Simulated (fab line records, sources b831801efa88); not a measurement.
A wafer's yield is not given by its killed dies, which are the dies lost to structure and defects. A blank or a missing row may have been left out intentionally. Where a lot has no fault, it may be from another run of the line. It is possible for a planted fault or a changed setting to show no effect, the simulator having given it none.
fab line records -- flow gf180mcu -- part 1 of 2: steps 1 to 29 of 38
[record] lots = 5, wafers = 15, last-day = 34
route steps=602 shown M3@423 V3@429 M4@456
lots untouched by any fault: they come from a run of this same line in which no faults occurred
start-h: start of the lot's first displayed wafer, in hours after the record's first day -- wait-h: how many hours have passed since the lot's step before this one -- " identical to the entry in the row above -- L1.1+2: several wafers, shown together as one row -- - either no value or no given start -- * or withheld: withheld -- < > ~ a bound
route shown NAME@n: NAME is a module with steps in the file, n the number in the route of the first one -- usual: average and standard deviation across the fault-free wafers -- same: alike in all rows -- chamber/n: place in a boat -- sites: each site's reading -- _std_site: the standard deviation of these -- _edge_site: the outer-site mean with the inner-site mean subtracted -- radius-mm: how far each site lies from the wafer's centre -- mask NAME#n: copy n -- behind: the most recent tool/chamber to have shaped the wafer -- hold: what put the lot on hold/how long, in hours/how the hold closed -- device: which transistor (n, p or np) failed to switch -- end of line: tests run on the same wafers once the route is complete -- step lacking rows: just its recipe -- killed: not the wafer's yield, but the dies lost to structure and defects at the first sort -- map: shows each die of a wafer: x if killed, . if not, _ if none is there
set.NAME: the setting as run; set.NAME@STEP: as run at that earlier step -- model.NAME: the simulator's own value behind a step, which no gauge read
lots at selected steps of the route; one table per step, one row per wafer
services: the hour from which a tool's chamber was out of use, counted from the record's first day as start-h (under 0 if before that day), plus the number of hours and why
[[steps]]
[step GF_M3_CD_MEAS_14]
[recipe] target-cd-nm = 280
[usual] cd-nm = 279.6/1.2
lot.wafer,tool,chamber,start-h,wait-h,cd-nm
L075.1,cd-sem-01,-,497.74,0.1,279.7
L075.2,cd-sem-01,-,497.74,0.1,279.4
L075.6,cd-sem-01,-,497.74,0.1,280.1
L077.3,cd-sem-02,-,516.06,0.1,281.2
L077.4,cd-sem-02,-,516.06,0.1,279.4
L077.5,cd-sem-02,-,516.06,0.1,280.8
L079.3,cd-sem-02,-,548.16,0.1,278.8
L079.4,cd-sem-02,-,548.16,0.1,280.5
L079.6,cd-sem-02,-,548.16,0.1,280.1
L088.3,cd-sem-01,-,607.17,0.1,278.1
L088.4,cd-sem-01,-,607.17,0.1,278.1
L088.5,cd-sem-01,-,607.17,0.1,276.8
L096.1,cd-sem-02,-,662.08,0.1,279.3
L096.4,cd-sem-02,-,662.08,0.1,279.3
L096.5,cd-sem-02,-,662.08,0.1,279.1
[step GF_M3_OVL_MEAS_15]
[usual] M3_OVL = -1/5.1
lot.wafer,tool,chamber,start-h,wait-h,M3_OVL[nm]
L075.1,overlay-02,-,497.86,0.1,-5
L075.2,overlay-02,-,497.86,0.1,-4
L075.6,overlay-02,-,497.86,0.1,-2
L077.3,overlay-01,-,516.16,0.1,-4
L077.4,overlay-01,-,516.16,0.1,-7
L077.5,overlay-01,-,516.16,0.1,-2
L079.3,overlay-02,-,548.26,0.1,4
L079.4,overlay-02,-,548.26,0.1,0
L079.6,overlay-02,-,548.26,0.1,1
L088.3,overlay-01,-,607.26,0.1,-5
L088.4,overlay-01,-,607.26,0.1,-1
L088.5,overlay-01,-,607.26,0.1,-6
L096.1,overlay-01,-,662.20,0.1,-5
L096.4,overlay-01,-,662.20,0.1,3
L096.5,overlay-01,-,662.20,0.1,-6
[step GF_M3_METAL_ETCH_16]
[recipe] chemistry = Cl2/BCl3, mask-material = KrF, target-depth-nm = 750.8, stop-on = SiO2, pressure-mtorr = 8, icp-w = 800, bias-w = 140, Cl2_flow_sccm = 80, bcl3-flow-sccm = 40, time-s = 125.1
[usual] drypump-motor-current-A = 5.6/0.56, mfc-cl2-sccm = 79.98/0.22, oes-product-au = 0.986/0.0053, rf-fwd-power-W = 795.7/2.5, throttle-valve-pct = 28.235/0.011
[same] time-s = 125.1
lot.wafer,tool,chamber,start-h,wait-h,drypump-motor-current-A,mfc-cl2-sccm,oes-product-au,rf-fwd-power-W,rf-hours-counter-h,throttle-valve-pct
L075.1,rie-metal-03,0,497.89,0.0,4.9,80.11,0.989,799.8,1,28.238
L075.2,rie-metal-03,1,497.89,0.0,4.9,80.37,0.985,799.1,7,28.248
L075.6,rie-metal-03,0,497.89,0.0,4.9,80.16,0.984,794.8,-,28.222
L077.3,rie-metal-01,1,516.22,0.1,6.4,80.02,0.990,796.8,-,28.215
L077.4,rie-metal-01,0,516.22,0.1,5.8,79.96,0.981,796.5,-,28.242
L077.5,rie-metal-01,1,516.22,0.1,6.5,80.20,0.986,794.2,-,28.226
L079.3,rie-metal-01,0,548.32,0.1,5.8,80.31,0.989,797.7,-,28.233
L079.4,rie-metal-01,1,548.32,0.1,6.4,80.32,0.992,793.9,-,28.234
L079.6,rie-metal-01,1,548.32,0.1,6.4,79.94,0.983,799.1,-,28.243
L088.3,rie-metal-01,0,607.33,0.1,5.8,79.82,0.981,793.8,-,28.242
L088.4,rie-metal-01,1,607.33,0.1,6.5,79.79,0.976,795.2,-,28.225
L088.5,rie-metal-01,0,607.33,0.1,5.8,80.01,0.988,797.4,-,28.243
L096.1,rie-metal-04,1,662.24,0.0,5.9,79.90,0.987,792.7,6,28.235
L096.4,rie-metal-04,0,662.24,0.0,5.3,79.61,0.980,797.5,-,28.227
L096.5,rie-metal-04,1,662.24,0.0,5.8,79.95,0.988,793.7,-,28.238
[step GF_M3_STRIP_17]
[recipe] chemistry = O2/N2, power-w = 1400, pressure-mtorr = 1500, platen-temp-c = 250, o2-flow-sccm = 3000, n2-flow-sccm = 300, overash-fraction = 0.5
[usual] drypump-motor-current-A = 5.9/0.38, heater-power-w = 343/20, oes-product-au = 0.539/0.0045, strip-time-to-endpoint-s = 7.42/0.045
lot.wafer,tool,chamber,start-h,wait-h,drypump-motor-current-A,heater-power-w,oes-product-au,rf-hours-counter-h,strip-time-to-endpoint-s
L075.1,plasma-asher-02,1,498.02,0.1,5.3,387,0.547,7,7.44
L075.2,plasma-asher-02,0,498.02,0.1,6.1,331,0.545,7,7.42
L075.6,plasma-asher-02,0,498.02,0.1,6.1,332,0.538,-,7.42
L077.3,plasma-asher-01,0,516.34,0.1,6.0,317,0.535,-,7.36
L077.4,plasma-asher-01,1,516.34,0.1,6.0,345,0.530,-,7.39
L077.5,plasma-asher-01,0,516.34,0.1,6.0,317,0.535,-,7.36
L079.3,plasma-asher-03,0,548.44,0.1,5.8,328,0.537,-,7.39
L079.4,plasma-asher-03,1,548.44,0.1,6.5,343,0.539,-,7.40
L079.6,plasma-asher-03,1,548.44,0.1,6.5,332,0.539,-,7.40
L088.3,plasma-asher-01,0,607.45,0.1,6.0,314,0.545,-,7.50
L088.4,plasma-asher-01,1,607.45,0.1,6.0,344,0.541,-,7.45
L088.5,plasma-asher-01,0,607.45,0.1,6.0,328,0.536,-,7.47
L096.1,plasma-asher-03,0,662.37,0.1,5.7,334,0.536,89,7.42
L096.4,plasma-asher-03,1,662.37,0.1,6.5,328,0.536,-,7.35
L096.5,plasma-asher-03,0,662.37,0.1,5.7,331,0.537,-,7.44
[step GF_M3_STRIP_18]
[recipe] chemistry = post-etch-residue-remover, time-s = 1200, temp-c = 72.5
[same] time-s = 1200
lot.wafer,tool,chamber,start-h,wait-h
L075.1+2+6,wet-bench-01,2,498.12,0.1
L077.3+4+5,wet-bench-03,1,516.41,0.0
L079.3+4+6,wet-bench-03,0,548.51,0.0
L088.3+4+5,wet-bench-01,0,607.52,0.0
L096.1+4+5,wet-bench-02,2,662.47,0.1
[step GF_M3_CLEAN_19]
[recipe] chemistry = DIW, dry = n2-spin
lot.wafer,tool,chamber,start-h,wait-h
L075.1+2+6,wet-bench-03,0,498.50,0.0
L077.3+4+5,wet-bench-02,2,516.75,0.0
L079.3+4+6,wet-bench-03,1,548.85,0.0
L088.3+4+5,wet-bench-03,1,607.86,0.0
L096.1+4+5,wet-bench-03,0,662.81,0.0
[step GF_V3_CVD_00]
[recipe] material = SiO2, target-thk-nm = 600, sigma-open-frac = 0.3, temp-c = 400, time-s = 100, sih4-flow-sccm = 60, pressure-mtorr = 6
[same] time-s = 100
lot.wafer,tool,chamber,start-h,wait-h
L075.1+2+6,hdpcvd-01,"0,2,1",498.60,0.0
L077.3+4+5,hdpcvd-02,"1,1,0",516.85,0.0
L079.3+4+6,hdpcvd-01,"2,1,0",548.94,0.0
L088.3+4+5,hdpcvd-01,"1,0,1",607.96,0.0
L096.1+4+5,hdpcvd-01,"2,0,1",662.90,0.0
[step GF_V3_THK_MEAS_01]
[recipe] reads = SiO2_of_V3_CVD_00
[usual] V3_CVD_00_THK = 600/6.7
lot.wafer,tool,chamber,start-h,wait-h,V3_CVD_00_THK[nm]
L075.1,film-metro-03,-,498.67,0.0,601
L075.2,film-metro-03,-,498.67,0.0,593
L075.6,film-metro-03,-,498.67,0.0,600
L077.3,film-metro-02,-,516.94,0.1,606
L077.4,film-metro-02,-,516.94,0.1,603
L077.5,film-metro-02,-,516.94,0.1,601
L079.3,film-metro-03,-,549.03,0.1,594
L079.4,film-metro-03,-,549.03,0.1,594
L079.6,film-metro-03,-,549.03,0.1,592
L088.3,film-metro-04,-,608.05,0.1,595
L088.4,film-metro-04,-,608.05,0.1,588
L088.5,film-metro-04,-,608.05,0.1,592
L096.1,film-metro-02,-,662.97,0.0,599
L096.4,film-metro-02,-,662.97,0.0,593
L096.5,film-metro-02,-,662.97,0.0,602
[step GF_V3_CVD_02]
[recipe] material = SiO2, target-thk-nm = 850, precursor = TEOS, temp-c = 400, time-s = 94.851, rf-w = 600
[usual] heater-power-w = 668/110, rf-fwd-power-W = 596.8/2
[same] time-s = 94.851
lot.wafer,tool,chamber,start-h,wait-h,heater-power-w,rf-fwd-power-W
L075.1,pecvd-04,1,498.73,0.1,588,597.3
L075.2,pecvd-04,0,498.73,0.1,538,597.9
L075.6,pecvd-04,0,498.73,0.1,572,598.7
L077.3,pecvd-01,0,516.98,0.0,616,597.4
L077.4,pecvd-01,1,516.98,0.0,436,596.6
L077.5,pecvd-01,2,516.98,0.0,582,596.9
L079.3,pecvd-03,1,549.07,0.0,721,596.2
L079.4,pecvd-03,1,549.07,0.0,758,594.8
L079.6,pecvd-03,2,549.07,0.0,728,598.3
L088.3,pecvd-03,1,608.09,0.0,704,597.9
L088.4,pecvd-03,1,608.09,0.0,730,597.7
L088.5,pecvd-03,0,608.09,0.0,670,599.5
L096.1,pecvd-03,0,663.03,0.1,677,598.7
L096.4,pecvd-03,2,663.03,0.1,678,596.7
L096.5,pecvd-03,0,663.03,0.1,547,599.2
[step GF_V3_THK_MEAS_03]
[recipe] reads = SiO2_of_V3_CVD_02
[usual] V3_CVD_02_THK = 855/10
lot.wafer,tool,chamber,start-h,wait-h,V3_CVD_02_THK[nm]
L075.1,film-metro-04,-,498.80,0.0,846
L075.2,film-metro-04,-,498.80,0.0,848
L075.6,film-metro-04,-,498.80,0.0,864
L077.3,film-metro-04,-,517.07,0.1,830
L077.4,film-metro-04,-,517.07,0.1,839
L077.5,film-metro-04,-,517.07,0.1,850
L079.3,film-metro-04,-,549.16,0.1,848
L079.4,film-metro-04,-,549.16,0.1,858
L079.6,film-metro-04,-,549.16,0.1,861
L088.3,film-metro-03,-,608.18,0.1,851
L088.4,film-metro-03,-,608.18,0.1,867
L088.5,film-metro-03,-,608.18,0.1,868
L096.1,film-metro-04,-,663.10,0.0,841
L096.4,film-metro-04,-,663.10,0.0,855
L096.5,film-metro-04,-,663.10,0.0,856
[step GF_V3_CMP_04]
[recipe] material = SiO2, down-force-psi = 4, platen-rpm = 60, pad-velocity-m-s = 0.94248
[usual] motor-current-A = 12.2/0.98, platen-rpm = 59.99/0.039, time-to-endpoint-s = 82/4.9
lot.wafer,tool,chamber,start-h,wait-h,motor-current-A,platen-rpm,time-to-endpoint-s
L075.2,cmp-02,2,498.86,0.0,13.0,60.00,77
L075.1,cmp-02,3,498.86,0.0,11.1,60.06,79
L075.6,cmp-02,2,498.86,0.0,12.7,60.00,81
L077.4,cmp-02,0,517.16,0.1,11.8,60.05,69
L077.3,cmp-02,1,517.16,0.1,13.0,60.03,70
L077.5,cmp-02,3,517.16,0.1,11.4,60.00,74
L079.4,cmp-01,0,549.26,0.1,10.9,60.00,81
L079.3,cmp-01,2,549.26,0.1,11.8,60.04,79
L079.6,cmp-01,0,549.26,0.1,11.7,60.02,85
L088.4,cmp-02,0,608.27,0.1,11.0,60.04,84
L088.3,cmp-02,2,608.27,0.1,12.5,60.03,84
L088.5,cmp-02,3,608.27,0.1,11.9,59.96,86
L096.1,cmp-02,3,663.16,0.1,11.3,59.96,84
L096.4,cmp-02,2,663.16,0.1,13.4,60.08,86
L096.5,cmp-02,3,663.16,0.1,11.9,59.94,87
[step GF_V3_BOW_MEAS_05]
[recipe] mode = bow
[usual] V3_BOW = 118/7.2
lot.wafer,tool,chamber,start-h,wait-h,V3_BOW[um]
L075.1,film-metro-03,-,499.16,0.2,127
L075.2,film-metro-03,-,499.16,0.2,119
L075.6,film-metro-03,-,499.16,0.2,109
L077.3,film-metro-02,-,517.45,0.2,121
L077.4,film-metro-02,-,517.45,0.2,122
L077.5,film-metro-02,-,517.45,0.2,125
L079.3,film-metro-04,-,549.57,0.1,132
L079.4,film-metro-04,-,549.57,0.1,124
L079.6,film-metro-04,-,549.57,0.1,124
L088.3,film-metro-03,-,608.56,0.1,104
L088.4,film-metro-03,-,608.56,0.1,115
L088.5,film-metro-03,-,608.56,0.1,120
L096.1,film-metro-03,-,663.46,0.2,120
L096.4,film-metro-03,-,663.46,0.2,118
L096.5,film-metro-03,-,663.46,0.2,121
[step GF_V3_DEHYDRATE_06]
[recipe] temp-c = 200, time-s = 60
[same] time-s = 60
lot.wafer,tool,chamber,start-h,wait-h
L075.1+2+6,litho-track-04,0,510.12,10.9
L077.3+4+5,litho-track-01,0,528.64,11.2
L079.3+4+6,litho-track-04,0,560.32,10.7
L088.3+4+5,litho-track-02,0,618.33,9.8
L096.1+4+5,litho-track-04,0,672.92,9.4
[step GF_V3_HMDS_07]
[recipe] prime-time-s = 60, prime-temp-c = 120
[same] prime-time-s = 60
lot.wafer,tool,chamber,start-h,wait-h
L075.1+2+6,litho-track-04,0,510.27,0.1
L077.3+4+5,litho-track-01,0,528.79,0.1
L079.3+4+6,litho-track-04,0,560.47,0.1
L088.3+4+5,litho-track-02,0,618.48,0.1
L096.1+4+5,litho-track-04,0,673.07,0.1
[step GF_V3_COAT_08]
[recipe] resist = BARC, temp-c = withheld, time-s = withheld, spin-rpm = withheld, resist-thk-nm = withheld
lot.wafer,tool,chamber,start-h,wait-h
L075.1+2+6,litho-track-04,0,510.42,0.1
L077.3+4+5,litho-track-01,0,528.94,0.1
L079.3+4+6,litho-track-04,0,560.62,0.1
L088.3+4+5,litho-track-02,0,618.63,0.1
L096.1+4+5,litho-track-04,0,673.22,0.1
[step GF_V3_COAT_09]
[recipe] resist = KrF, spin-rpm = withheld, resist-thk-nm = 1000
lot.wafer,tool,chamber,start-h,wait-h
L075.1+2+6,litho-track-04,0,-,-
L077.3+4+5,litho-track-01,0,-,-
L079.3+4+6,litho-track-04,0,-,-
L088.3+4+5,litho-track-02,0,-,-
L096.1+4+5,litho-track-04,0,-,-
[step GF_V3_SOFTBAKE_10]
[recipe] temp-c = 130, time-s = 60, resist = KrF
[same] time-s = 60
lot.wafer,tool,chamber,start-h,wait-h
L075.1+2+6,litho-track-04,0,-,-
L077.3+4+5,litho-track-01,0,-,-
L079.3+4+6,litho-track-04,0,-,-
L088.3+4+5,litho-track-02,0,-,-
L096.1+4+5,litho-track-04,0,-,-
[step GF_V3_EXPOSE_11]
[recipe] mask-id = Via3, target-cd-nm = 260, na = 0.68, source-shape = conventional, sigma-outer = 0.6, dose-mj = 37.59
lot.wafer,tool,chamber,start-h,wait-h,mask
L075.1+2+6,krf-scanner-01,0,-,-,Via3#0
L077.3+4+5,krf-scanner-01,0,-,-,Via3#0
L079.3+4+6,krf-scanner-01,0,-,-,Via3#0
L088.3+4+5,krf-scanner-02,0,-,-,Via3#0
L096.1+4+5,krf-scanner-02,0,-,-,Via3#0
[step GF_V3_PEB_12]
[recipe] peb-temp-c = 135, peb-time-s = 90, resist = KrF
lot.wafer,tool,chamber,start-h,wait-h
L075.1+2+6,litho-track-04,0,-,-
L077.3+4+5,litho-track-02,0,-,-
L079.3+4+6,litho-track-01,0,-,-
L088.3+4+5,litho-track-01,0,-,-
L096.1+4+5,litho-track-02,0,-,-
[step GF_V3_DEVELOP_13]
[recipe] develop-time-s = 60, resist = KrF, dev-temp-c = 21
[same] develop-time-s = 60
lot.wafer,tool,chamber,start-h,wait-h
L075.1+2+6,litho-track-04,0,522.77,0.2
L077.3+4+5,litho-track-02,0,540.23,0.1
L079.3+4+6,litho-track-01,0,571.59,0.1
L088.3+4+5,litho-track-01,0,628.59,0.1
L096.1+4+5,litho-track-02,0,682.33,0.2
[step GF_V3_CD_MEAS_14]
[recipe] target-cd-nm = 260
[usual] cd-nm = 260.6/1.2
lot.wafer,tool,chamber,start-h,wait-h,cd-nm
L075.1,cd-sem-02,-,522.92,0.1,260.8
L075.2,cd-sem-02,-,522.92,0.1,259.3
L075.6,cd-sem-02,-,522.92,0.1,260.4
L077.3,cd-sem-02,-,540.37,0.1,260.4
L077.4,cd-sem-02,-,540.37,0.1,260.6
L077.5,cd-sem-02,-,540.37,0.1,261.4
L079.3,cd-sem-02,-,571.73,0.1,261.3
L079.4,cd-sem-02,-,571.73,0.1,263.3
L079.6,cd-sem-02,-,571.73,0.1,261.6
L088.3,cd-sem-01,-,628.73,0.1,262.5
L088.4,cd-sem-01,-,628.73,0.1,261.9
L088.5,cd-sem-01,-,628.73,0.1,261.7
L096.1,cd-sem-02,-,682.48,0.1,259.5
L096.4,cd-sem-02,-,682.48,0.1,260.3
L096.5,cd-sem-02,-,682.48,0.1,260.2
[step GF_V3_OVL_MEAS_15]
[usual] V3_OVL = -1/6
lot.wafer,tool,chamber,start-h,wait-h,V3_OVL[nm]
L075.1,overlay-02,-,523.04,0.1,-4
L075.2,overlay-02,-,523.04,0.1,-9
L075.6,overlay-02,-,523.04,0.1,-3
L077.3,overlay-01,-,540.46,0.1,-2
L077.4,overlay-01,-,540.46,0.1,-7
L077.5,overlay-01,-,540.46,0.1,-3
L079.3,overlay-02,-,571.82,0.1,-4
L079.4,overlay-02,-,571.82,0.1,-2
L079.6,overlay-02,-,571.82,0.1,-1
L088.3,overlay-01,-,628.82,0.1,2
L088.4,overlay-01,-,628.82,0.1,6
L088.5,overlay-01,-,628.82,0.1,2
L096.1,overlay-01,-,682.60,0.1,5
L096.4,overlay-01,-,682.60,0.1,7
L096.5,overlay-01,-,682.60,0.1,7
[step GF_V3_ETCH_16]
[recipe] chemistry = N2/H2, target-depth-a = withheld, overetch-a = withheld, time-s = withheld, target = BARC, ion-energy-ev = 200, source-w = 500, bias-w = 100, pressure-mtorr = 30, n2-flow-sccm = 100, h2-flow-sccm = 200
[usual] drypump-motor-current-A = 5.4/0.41, oes-product-au = 0.854/0.0047, rf-fwd-power-W = 495.3/2.3, throttle-valve-pct = 13.226/0.0092
lot.wafer,tool,chamber,start-h,wait-h,drypump-motor-current-A,oes-product-au,rf-fwd-power-W,throttle-valve-pct
L075.1,rie-diel-02,0,523.07,0.0,5.1,0.856,496.0,13.216
L075.2,rie-diel-02,1,523.07,0.0,6.1,0.859,497.1,13.238
L075.6,rie-diel-02,1,523.07,0.0,6.0,0.849,495.5,13.224
L077.3,rie-diel-03,2,540.49,0.0,5.5,0.854,496.1,13.237
L077.4,rie-diel-03,3,540.49,0.0,5.7,0.856,493.8,13.221
L077.5,rie-diel-03,0,540.49,0.0,5.4,0.854,491.4,13.207
L079.3,rie-diel-03,0,571.84,0.0,5.3,0.859,493.6,13.217
L079.4,rie-diel-03,2,571.84,0.0,5.5,0.856,490.7,13.227
L079.6,rie-diel-03,0,571.84,0.0,5.3,0.852,493.4,13.244
L088.3,rie-diel-02,3,628.84,0.0,4.9,0.846,497.2,13.252
L088.4,rie-diel-02,2,628.84,0.0,5.0,0.865,497.2,13.203
L088.5,rie-diel-02,0,628.84,0.0,5.1,0.851,498.0,13.228
L096.1,rie-diel-01,2,682.64,0.0,5.8,0.850,497.0,13.223
L096.4,rie-diel-01,1,682.64,0.0,5.9,0.854,495.8,13.215
L096.5,rie-diel-01,2,682.64,0.0,5.8,0.847,498.8,13.225
[step GF_V3_ETCH_17]
[recipe] chemistry = C4F8/O2/Ar, mask-material = KrF, target = SiO2, stop-on = TiN, source-w = 1515, bias-w = 1200, pressure-mtorr = 40, c4f8-flow-sccm = withheld, O2_flow_sccm = 6, Ar_flow_sccm = 300, time-s = withheld, target-depth-a = 6350
[usual] oes-product-au = 0.856/0.0046, rf-fwd-power-W = 1508/4.9
lot.wafer,tool,chamber,start-h,wait-h,oes-product-au,rf-fwd-power-W
L075.1,rie-diel-02,0,-,-,0.857,1503
L075.2,rie-diel-02,1,-,-,0.857,1511
L075.6,rie-diel-02,1,-,-,0.851,1512
L077.3,rie-diel-03,2,-,-,0.855,1503
L077.4,rie-diel-03,3,-,-,0.861,1509
L077.5,rie-diel-03,0,-,-,0.853,1507
L079.3,rie-diel-03,0,-,-,0.854,1500
L079.4,rie-diel-03,2,-,-,0.858,1510
L079.6,rie-diel-03,0,-,-,0.857,1494
L088.3,rie-diel-02,3,-,-,0.855,1511
L088.4,rie-diel-02,2,-,-,0.856,1509
L088.5,rie-diel-02,0,-,-,0.853,1508
L096.1,rie-diel-01,2,-,-,0.852,1510
L096.4,rie-diel-01,1,-,-,0.861,1511
L096.5,rie-diel-01,2,-,-,0.856,1511
[step GF_V3_STRIP_18]
[recipe] chemistry = O2/N2, power-w = 1400, pressure-mtorr = 1500, platen-temp-c = 250, o2-flow-sccm = 3000, n2-flow-sccm = 300, overash-fraction = 0.5
[usual] drypump-motor-current-A = 5.8/0.3, heater-power-w = 344/22, oes-product-au = 0.592/0.0049
lot.wafer,tool,chamber,start-h,wait-h,drypump-motor-current-A,heater-power-w,oes-product-au,rf-hours-counter-h
L075.1,plasma-asher-01,1,523.20,-,6.0,349,0.603,90
L075.2,plasma-asher-01,0,523.20,-,6.0,319,0.592,90
L075.6,plasma-asher-01,1,523.20,-,6.0,344,0.599,-
L077.3,plasma-asher-01,0,540.65,-,6.0,331,0.580,-
L077.4,plasma-asher-01,1,540.65,-,6.0,346,0.585,-
L077.5,plasma-asher-01,0,540.65,-,6.0,323,0.594,-
L079.3,plasma-asher-02,0,572.01,-,6.1,334,0.593,-
L079.4,plasma-asher-02,1,572.01,-,5.4,371,0.588,-
L079.6,plasma-asher-02,0,572.01,-,6.1,332,0.596,-
L088.3,plasma-asher-02,0,629.01,-,6.1,323,0.596,-
L088.4,plasma-asher-02,1,629.01,-,5.4,378,0.589,-
L088.5,plasma-asher-02,0,629.01,-,6.1,327,0.593,-
L096.1,plasma-asher-02,0,682.77,-,6.1,334,0.594,25
L096.4,plasma-asher-02,1,682.77,-,5.3,389,0.589,-
L096.5,plasma-asher-02,1,682.77,-,5.4,387,0.593,-
[step GF_V3_STRIP_19]
[recipe] chemistry = post-etch-residue-remover, time-s = 1200, temp-c = 72.5
[same] time-s = 1200
lot.wafer,tool,chamber,start-h,wait-h
L075.1+2+6,wet-bench-02,3,523.30,0.1
L077.3+4+5,wet-bench-01,0,540.72,0.0
L079.3+4+6,wet-bench-02,0,572.07,0.0
L088.3+4+5,wet-bench-02,0,629.07,0.0
L096.1+4+5,wet-bench-02,0,682.87,0.1
[step GF_V3_CLEAN_20]
[recipe] chemistry = DIW, dry = n2-spin
lot.wafer,tool,chamber,start-h,wait-h
L075.1+2+6,wet-bench-04,3,523.64,0.0
L077.3+4+5,wet-bench-02,0,541.06,0.0
L079.3+4+6,wet-bench-01,0,572.41,0.0
L088.3+4+5,wet-bench-01,0,629.41,0.0
L096.1+4+5,wet-bench-01,3,683.24,0.0
[step GF_V3_SPUTTER_21]
[recipe] material = Ti, target-thk-nm = 15, chamber-pressure-pa = 5, power-w = 2500, substrate-temp-c = 200, time-s = 80.02
[usual] throttle-valve-pct = 29.0/1.1
[same] time-s = 80.02
lot.wafer,tool,chamber,start-h,wait-h,throttle-valve-pct
L075.1,pvd-sputter-01,-,523.74,0.0,27.3
L075.2,pvd-sputter-01,-,523.74,0.0,30.1
L075.6,pvd-sputter-01,-,523.74,0.0,29.9
L077.3,pvd-sputter-03,-,541.15,0.0,29.8
L077.4,pvd-sputter-03,-,541.15,0.0,29.7
L077.5,pvd-sputter-03,-,541.15,0.0,27.2
L079.3,pvd-sputter-01,-,572.51,0.0,30.4
L079.4,pvd-sputter-01,-,572.51,0.0,28.6
L079.6,pvd-sputter-01,-,572.51,0.0,27.4
L088.3,pvd-sputter-02,-,629.51,0.0,27.9
L088.4,pvd-sputter-02,-,629.51,0.0,30.1
L088.5,pvd-sputter-02,-,629.51,0.0,28.8
L096.1,pvd-sputter-02,-,683.34,0.0,28.1
L096.4,pvd-sputter-02,-,683.34,0.0,28.2
L096.5,pvd-sputter-02,-,683.34,0.0,28.1
[step GF_V3_SPUTTER_22]
[recipe] material = TiN, target-thk-nm = 10, chamber-pressure-pa = 5, power-w = 4000, time-s = 40
[usual] throttle-valve-pct = 28.9/1.1
[same] time-s = 40
lot.wafer,tool,chamber,start-h,wait-h,throttle-valve-pct
L075.1,pvd-sputter-01,-,523.81,0.0,27.2
L075.2,pvd-sputter-01,-,523.81,0.0,30.1
L075.6,pvd-sputter-01,-,523.81,0.0,29.9
L077.3,pvd-sputter-03,-,541.21,0.0,29.8
L077.4,pvd-sputter-03,-,541.21,0.0,29.4
L077.5,pvd-sputter-03,-,541.21,0.0,27.5
L079.3,pvd-sputter-01,-,572.58,0.0,30.1
L079.4,pvd-sputter-01,-,572.58,0.0,28.7
L079.6,pvd-sputter-01,-,572.58,0.0,27.3
L088.3,pvd-sputter-02,-,629.57,0.0,28.1
L088.4,pvd-sputter-02,-,629.57,0.0,29.8
L088.5,pvd-sputter-02,-,629.57,0.0,28.3
L096.1,pvd-sputter-02,-,683.40,0.0,28.0
L096.4,pvd-sputter-02,-,683.40,0.0,28.6
L096.5,pvd-sputter-02,-,683.40,0.0,28.0
